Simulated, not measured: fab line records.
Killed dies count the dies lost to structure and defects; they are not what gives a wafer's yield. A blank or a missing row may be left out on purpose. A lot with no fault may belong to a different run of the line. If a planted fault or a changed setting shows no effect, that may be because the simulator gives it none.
fab line records	flow sky130
record: lots: 12	wafers: 36	lastDay: 50
route steps=708 shown METAL4@630 VIA4@659 METAL5@666 PASSIVATION@681 PAD_OPEN@708
lots that met no fault: from a run of the same line without faults
startH: start of the lot's first displayed wafer, in hours after the record's first day	waitH: how many hours have passed since the lot's step before this one	" identical to the entry in the row above	L1.1+2: a row that stands for several wafers	- no value, or no start was given	* or withheld: withheld	< > ~ a bound
route shown NAME@n: a module of which the file shows steps, and the number in the route of the first	usual: the fault-free wafers' mean and standard deviation	same: alike in all rows	chamber/n: place in a boat	sites: per-site readings	_std_site: the standard deviation of these	_edge_site: inner sites' mean taken away from outer sites' mean	radiusMm: how far each site lies from the wafer's centre	mask NAME#n: copy n	behind: the last tool/chamber to shape the wafer	hold: why the lot was held/for how many hours/how that ended	device: transistor that didn't switch, given as n, p or np	end of line: tests of these same wafers at the route's end	where a step has no rows: the recipe by itself	killed: count of dies lost to structure and defects at first sort (not the wafer's yield)	map: shows each die of a wafer: x if killed, . if not, _ if none is there
set.NAME: the setting that was run; set.NAME@STEP: the one run at that earlier step	model.NAME: the simulator's own value behind a step, which no gauge read
the route's steps for a sample of lots (tables are steps, rows are wafers)
services: a tool's chamber out of use, with start hour (startH, from the record's first day; less than 0 if before it), hours out, and reason
== steps ==
step: SKY_METAL4_OVL_MEAS_14
usual: METAL4_OVL: 4/6.3
lot.wafer	tool	chamber	startH	waitH	METAL4_OVL[nm]
L984.1	overlay-02	-	981.57	0.1	10
L984.4	"	-	"	"	10
L984.6	"	-	"	"	16
L987.1	overlay-01	-	1017.57	0.1	4
L987.3	"	-	"	"	2
L987.6	"	-	"	"	9
L985.1	overlay-01	-	1018.52	0.1	-4
L985.2	"	-	"	"	8
L985.6	"	-	"	"	12
L988.3	overlay-01	-	1028.18	0.1	1
L988.4	"	-	"	"	-9
L988.5	"	-	"	"	1
L991.2	overlay-01	-	1033.52	0.1	2
L991.5	"	-	"	"	4
L991.6	"	-	"	"	0
L992.1	overlay-02	-	1045.77	0.1	-2
L992.2	"	-	"	"	2
L992.4	"	-	"	"	1
L998.2	overlay-02	-	1072.47	0.1	10
L998.5	"	-	"	"	10
L998.6	"	-	"	"	6
L999.2	overlay-01	-	1080.77	0.1	6
L999.4	"	-	"	"	5
L999.5	"	-	"	"	4
L101.2	overlay-02	-	1094.22	0.1	14
L101.4	"	-	"	"	16
L101.6	"	-	"	"	9
L102.1	overlay-02	-	1101.21	0.1	-1
L102.2	"	-	"	"	-7
L102.6	"	-	"	"	-8
L104.1	overlay-01	-	1105.12	0.1	15
L104.3	"	-	"	"	12
L104.5	"	-	"	"	11
L105.3	overlay-02	-	1117.98	0.1	1
L105.5	"	-	"	"	8
L105.6	"	-	"	"	13
step: SKY_VIA4_THK_MEAS_20
recipe: thkMeasGauge: xrf	reads: W_of_VIA4_CVD_18
usual: VIA4_W_THK: 503/7.7
lot.wafer	tool	chamber	startH	waitH	VIA4_W_THK[nm]
L984.1	filmMetro-03	-	1007.35	0.1	526
L984.4	"	-	"	"	513
L984.6	"	-	"	"	521
L987.1	filmMetro-01	-	1042.81	0.1	499
L987.3	"	-	"	"	507
L987.6	"	-	"	"	503
L985.1	filmMetro-01	-	1044.39	0.1	500
L985.2	"	-	"	"	497
L985.6	"	-	"	"	508
L988.3	filmMetro-01	-	1054.29	0.1	498
L988.4	"	-	"	"	501
L988.5	"	-	"	"	505
L991.2	filmMetro-01	-	1057.96	0.1	500
L991.5	"	-	"	"	507
L991.6	"	-	"	"	499
L992.1	filmMetro-01	-	1068.96	0.1	494
L992.2	"	-	"	"	494
L992.4	"	-	"	"	491
L998.2	filmMetro-03	-	1095.99	0.1	515
L998.5	"	-	"	"	510
L998.6	"	-	"	"	512
L999.2	filmMetro-04	-	1104.12	0.1	509
L999.4	"	-	"	"	504
L999.5	"	-	"	"	490
L101.2	filmMetro-01	-	1117.63	0.1	499
L101.4	"	-	"	"	509
L101.6	"	-	"	"	496
L102.1	filmMetro-04	-	1124.86	0.1	498
L102.2	"	-	"	"	495
L102.6	"	-	"	"	506
L104.1	filmMetro-03	-	1128.02	0.1	506
L104.3	"	-	"	"	521
L104.5	"	-	"	"	518
L105.3	filmMetro-04	-	1140.07	0.1	500
L105.5	"	-	"	"	491
L105.6	"	-	"	"	494
step: SKY_METAL5_RS_MEAS_05
recipe: thkMeasGauge: four-point-probe	reads: TiN_of_METAL5_SPUTTER_04+Ti_of_METAL5_SPUTTER_03+AlCu_of_METAL5_SPUTTER_02+TiN_of_METAL5_SPUTTER_01+Ti_of_METAL5_SPUTTER_00
usual: METAL5_ALCU_RS: 0.02702/0.00027
lot.wafer	tool	chamber	startH	waitH	METAL5_ALCU_RS[ohm/sq]
L984.1	filmMetro-01	-	1007.87	0.0	0.027
L984.4	"	-	"	"	0.02698
L984.6	"	-	"	"	0.02728
L987.1	filmMetro-02	-	1043.33	0.0	0.02694
L987.3	"	-	"	"	0.02684
L987.6	"	-	"	"	0.02701
L985.1	filmMetro-04	-	1044.92	0.0	0.02679
L985.2	"	-	"	"	0.02686
L985.6	"	-	"	"	0.02696
L988.3	filmMetro-01	-	1055.52	0.1	0.02701
L988.4	"	-	"	"	0.02717
L988.5	"	-	"	"	0.02713
L991.2	filmMetro-04	-	1059.08	0.0	0.02677
L991.5	"	-	"	"	0.027
L991.6	"	-	"	"	0.02687
L992.1	filmMetro-01	-	1069.48	0.0	0.02723
L992.2	"	-	"	"	0.02675
L992.4	"	-	"	"	0.02657
L998.2	filmMetro-04	-	1096.80	0.0	0.02668
L998.5	"	-	"	"	0.0268
L998.6	"	-	"	"	0.02654
L999.2	filmMetro-01	-	1104.66	0.0	0.02693
L999.4	"	-	"	"	0.02681
L999.5	"	-	"	"	0.02679
L101.2	filmMetro-01	-	1118.17	0.0	0.02737
L101.4	"	-	"	"	0.0272
L101.6	"	-	"	"	0.02725
L102.1	filmMetro-04	-	1125.59	0.0	0.02702
L102.2	"	-	"	"	0.0273
L102.6	"	-	"	"	0.02703
L104.1	filmMetro-02	-	1128.55	0.0	0.02718
L104.3	"	-	"	"	0.02708
L104.5	"	-	"	"	0.02703
L105.3	filmMetro-04	-	1140.61	0.1	0.02701
L105.5	"	-	"	"	0.02656
L105.6	"	-	"	"	0.02689
step: SKY_PASSIVATION_CVD_00
recipe: material: SiO2	targetThkNm: 90	tempC: 400	timeS: withheld	rfW: 600
usual: heaterPowerOuterW: 392/47	heaterPowerW: 683/77	susceptorTempC: 400.02/0.19
lot.wafer	tool	chamber	startH	waitH	heaterPowerOuterW	heaterPowerW	susceptorTempC
L984.1	pecvd-04	0	1031.27	0.0	353	676	399.89
L984.4	"	0	"	"	349	662	400.05
L984.6	"	2	"	"	419	646	399.90
L987.1	pecvd-01	2	1065.98	0.0	400	747	400.09
L987.3	"	1	"	"	324	631	400.42
L987.6	"	0	"	"	356	649	399.72
L985.1	pecvd-01	1	1067.74	0.0	393	708	399.90
L985.2	"	2	"	"	444	797	399.88
L985.6	"	0	"	"	397	675	399.69
L988.3	pecvd-01	0	1076.94	0.0	382	641	400.18
L988.4	"	2	"	"	376	706	400.22
L988.5	"	1	"	"	369	687	399.99
L991.2	pecvd-01	1	1081.23	0.0	406	708	400.09
L991.5	"	1	"	"	398	723	400.14
L991.6	"	2	"	"	418	778	399.77
L992.1	pecvd-01	2	1090.75	0.0	387	748	400.09
L992.2	"	1	"	"	388	709	399.62
L992.4	"	0	"	"	342	588	400.32
L998.2	pecvd-04	0	1118.36	0.0	380	733	399.83
L998.5	"	0	"	"	398	741	399.72
L998.6	"	2	"	"	382	598	400.08
L999.2	pecvd-04	0	1126.52	0.0	410	740	400.36
L999.4	"	0	"	"	418	761	400.34
L999.5	"	2	"	"	405	647	399.98
L101.2	pecvd-02	2	1137.59	0.0	470	802	399.91
L101.4	"	0	"	"	367	641	399.87
L101.6	"	1	"	"	424	674	400.29
L102.1	pecvd-01	1	1145.06	0.0	357	662	400.21
L102.2	"	2	"	"	442	792	400.22
L102.6	"	2	"	"	444	822	400.23
L104.1	pecvd-01	2	1148.45	0.0	439	814	400.34
L104.3	"	1	"	"	390	715	400.22
L104.5	"	2	"	"	466	830	400.01
L105.3	pecvd-02	1	1158.38	0.0	479	749	400.12
L105.5	"	0	"	"	328	586	399.97
L105.6	"	1	"	"	466	740	400.05
step: SKY_PASSIVATION_THK_MEAS_01
recipe: reads: SiO2_of_PASSIVATION_CVD_00
usual: PASSIVATION_CVD_00_THK: 90.1/1.2
lot.wafer	tool	chamber	startH	waitH	hold	PASSIVATION_CVD_00_THK[nm]
L984.1	filmMetro-03	-	1031.29	-	-	88.6
L984.4	"	-	"	"	-	89.8
L984.6	"	-	"	"	-	89.0
L987.1	filmMetro-04	-	1066.00	-	-	88.9
L987.3	"	-	"	"	-	90.6
L987.6	"	-	"	"	-	89.7
L985.1	filmMetro-03	-	1067.76	-	-	90.2
L985.2	"	-	"	"	-	89.6
L985.6	"	-	"	"	-	89.9
L988.3	filmMetro-03	-	1077.07	-	awaitDispo/0.2h/release	116.3
L988.4	"	-	"	"	awaitDispo/0.2h/release	91.5
L988.5	"	-	"	"	awaitDispo/0.2h/release	91.5
L988.3	filmMetro-03	-	1077.42	0.3	-	116.3
L988.4	"	-	"	"	-	91.4
L988.5	"	-	"	"	-	91.4
L991.2	filmMetro-04	-	1081.26	-	awaitDispo/0.2h/release	116.4
L991.5	"	-	"	"	awaitDispo/0.2h/release	89.9
L991.6	"	-	"	"	awaitDispo/0.2h/release	90.3
L991.2	filmMetro-04	-	1081.57	0.3	-	116.4
L991.5	"	-	"	"	-	89.8
L991.6	"	-	"	"	-	90.3
L992.1	filmMetro-04	-	1090.77	-	awaitDispo/0.2h/release	116.0
L992.2	"	-	"	"	awaitDispo/0.2h/release	115.1
L992.4	"	-	"	"	awaitDispo/0.2h/release	90.1
L992.1	filmMetro-04	-	1091.00	0.2	-	116.0
L992.2	"	-	"	"	-	115.3
L992.4	"	-	"	"	-	90.1
L998.2	filmMetro-03	-	1118.40	-	-	89.8
L998.5	"	-	"	"	-	89.6
L998.6	"	-	"	"	-	89.3
L999.2	filmMetro-02	-	1126.56	-	-	88.9
L999.4	"	-	"	"	-	90.6
L999.5	"	-	"	"	-	89.2
L101.2	filmMetro-02	-	1137.62	-	-	90.3
L101.4	"	-	"	"	-	91.2
L101.6	"	-	"	"	-	94.1
L102.1	filmMetro-04	-	1145.10	-	-	89.7
L102.2	"	-	"	"	-	88.7
L102.6	"	-	"	"	-	89.9
L104.1	filmMetro-02	-	1148.48	-	-	89.0
L104.3	"	-	"	"	-	90.6
L104.5	"	-	"	"	-	91.0
L105.3	filmMetro-02	-	1158.42	-	-	90.4
L105.5	"	-	"	"	-	90.6
L105.6	"	-	"	"	-	91.2
step: SKY_PAD_OPEN_PROBE_99
usual: defectLimitedYield: 82.7/2	killed_at_M0_to_M3: 43/7.4	killed_at_M4_up: 3.5/2.1	killedAtContacts: 24/5.4	killedAtFrontEnd: 15/4.7	killedAtOther: 0.2/0.44	killedDies: 85/10	killedOpen: 47/7.1	killedShort: 38/7	sort_bin_3_pad_short: 0.9/0.41	sort_bin_5_function: 10.4/1.6	sort_bin_6_memory: 6.1/1.1	sortNPass: 407/10	sortYieldPct: 82.7/2
same: grossDies: 492	killedAtBackSide: 0	sort_bin_4_leakage[%]: 0	sort_bin_8_speed[%]: 0
lot.wafer	tool	chamber	startH	waitH	defectLimitedYield[%]	killed_at_M0_to_M3	killed_at_M4_up	killedAtContacts	killedAtFrontEnd	killedAtOther	killedDies	killedOpen	killedShort	sort_bin_3_pad_short[%]	sort_bin_5_function[%]	sort_bin_6_memory[%]	sortNPass	sortYieldPct[%]
L105.3	prober-02	-	1192.93	0.2	81.5	47	3	29	12	0	91	50	41	2.0	10.8	5.7	401	81.5
L105.5	prober-02	-	1193.03	0.2	85.0	40	3	14	16	1	74	47	27	0.6	8.9	5.5	418	85.0
L105.6	prober-02	-	1193.08	0.2	82.3	50	4	20	13	0	87	52	34	1.4	10.2	6.1	405	82.3
killed by level:class
L105.3 VIA1:geometricParticle:open=13 CONTACT:geometricParticle:open=11 LOCAL_INTERCONNECT:geometricParticle:short=8 LI_CONTACT:geometricParticle:open=7 VIA2:geometricParticle:open=7 FIELD_ISO:geometricParticle:short=6 METAL1:geometricParticle:short=6 VIA1:geometricParticle:short=6
L105.5 VIA1:geometricParticle:open=10 FIELD_ISO:geometricParticle:open=7 VIA3:geometricParticle:open=6 METAL1:geometricParticle:short=5 VIA2:geometricParticle:open=5 LI_CONTACT:geometricParticle:open=4 VIA1:geometricParticle:short=4 POLY_GATE:geometricParticle:short=3
L105.6 VIA2:geometricParticle:open=10 CONTACT:geometricParticle:open=9 VIA1:geometricParticle:open=8 METAL1:geometricParticle:short=7 FIELD_ISO:geometricParticle:open=6 VIA1:geometricParticle:short=6 VIA3:geometricParticle:open=6 LI_CONTACT:geometricParticle:open=5
== services ==
tool	chamber	startH	hours	kind
pecvd-02	-	1040.91	6.0	pm
pecvd-04	0	1041.12	4.8	repair
pecvd-01	2	1047.31	2.1	scheduledDown
pecvd-01	0	1058.82	2.1	scheduledDown
pecvd-02	-	1059.39	1.7	repair
pecvd-01	-	1082.45	0.7	repair
pecvd-04	1	1118.22	16.6	repair
pecvd-04	1	1139.85	19.6	repair
pecvd-01	0	1140.16	5.5	scheduledDown
pecvd-02	0	1147.41	8.6	repair
pecvd-01	-	1155.76	6.0	pm
== key ==
firstSign: step: SKY_PASSIVATION_THK_MEAS_01	reading: visit	direction: added
effect: step: SKY_PASSIVATION_THK_MEAS_01	reading: PASSIVATION_CVD_00_THK	direction: up	sigmas: 22	usual: 90.1	struck: 116.0
metAt SKY_PASSIVATION_CVD_00
struckLots L988,L991,L992
struckWafers L988.3,L991.2,L992.1,L992.2
notActingAt SKY_METAL4_OVL_MEAS_14,SKY_VIA4_THK_MEAS_20,SKY_METAL5_RS_MEAS_05
onsetBetween 1067.74 1076.94
fault: kind: processParameterDrift	tool: pecvd-01	chamber: -	onsetH: 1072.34	steps: SKY_PASSIVATION_CVD_00	channel: targetThkNm	offset: 26.893	shape: step	endH: 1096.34	scope: struckWafersOnly	actsIn: theseRecipesOnly	stated: 90
